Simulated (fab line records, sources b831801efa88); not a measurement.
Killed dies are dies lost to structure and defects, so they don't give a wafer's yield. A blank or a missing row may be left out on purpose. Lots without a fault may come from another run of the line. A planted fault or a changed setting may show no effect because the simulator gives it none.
One fault seen from 2 desks | flow sky130 | each desk has only its own numbers; what lay behind them comes last

THE METROLOGY DESK
What the gauges read, lot by lot, whatever tool the lot ran on: means of the sampled wafers that have a number. A lot is out of limits, marked OUT, if its mean lies more than 4 standard deviations from the usual mean; the brackets give that distance.
Columns: A = LI_CONTACT_OVL at SKY_LI_CONTACT_OVL_MEAS_13, usual -5 nm
lot  | first seen here | A
L722 | day 28 22:31    | -6
L724 | day 30 00:38    | -10
L725 | day 30 02:46    | -3
L726 | day 30 11:34    | -8
L727 | day 31 00:35    | -8
L728 | day 31 11:37    | -1
L729 | day 31 18:17    | -4
L732 | day 32 16:23    | -4
L733 | day 33 01:10    | -6
L734 | day 33 09:29    | -3
L735 | day 33 11:28    | -14
L736 | day 34 01:04    | -6
L742 | day 35 15:16    | -9
L745 | day 36 17:08    | -7
This desk's finding: nothing out of limits on any of the 14 lots.

THE TOOL OWNER'S DESK: litho_track-02
The tool's own readings at SKY_LI_CONTACT_SOFTBAKE_08 (time 90 s): means of the sampled wafers that have a number, for each lot that ran on this tool. A lot is out of limits, marked OUT, if its mean lies more than 4 standard deviations from the usual mean; the brackets give that distance.
Columns: A = heater_power_total_W at SKY_LI_CONTACT_SOFTBAKE_08, usual 57.36 W; B = run_length_s at SKY_LI_CONTACT_SOFTBAKE_08, usual 119.28 s
lot  | first seen here | A                | B
L732 | day 32 02:00    | 57.48            | 119.47
L735 | day 32 22:00    | 57.36            | 119.41
L736 | day 33 11:00    | 57.33            | 119.48
L742 | day 35 01:00    | 57.91 (+5.0) OUT | 116.50 (-14) OUT
L745 | day 36 04:00    | 57.92 (+5.1) OUT | 116.36 (-15) OUT
This desk's finding: out of limits on L742, L745; first on L742, day 35 01:00 (heater_power_total_W at SKY_LI_CONTACT_SOFTBAKE_08). In limits: L732, L735, L736.

PUT TOGETHER
The tool owner's desk could have raised an alarm at day 35 01:00, on L742, L745.
The metrology desk saw nothing out of limits.
The metrology desk has L742, L745 on record, within its limits.
Of the lots named, all ran SKY_LI_CONTACT_SOFTBAKE_08 on litho_track-02.

WHAT THE SIMULATOR HAD PUT IN
Process parameter drift: litho_track-02, from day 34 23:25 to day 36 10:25, at SKY_LI_CONTACT_SOFTBAKE_08. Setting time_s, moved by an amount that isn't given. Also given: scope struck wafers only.
Lots struck among those shown: L742, L745.
Hours from the fault's start to each desk's first reading out of limits: the tool owner's desk, 2.
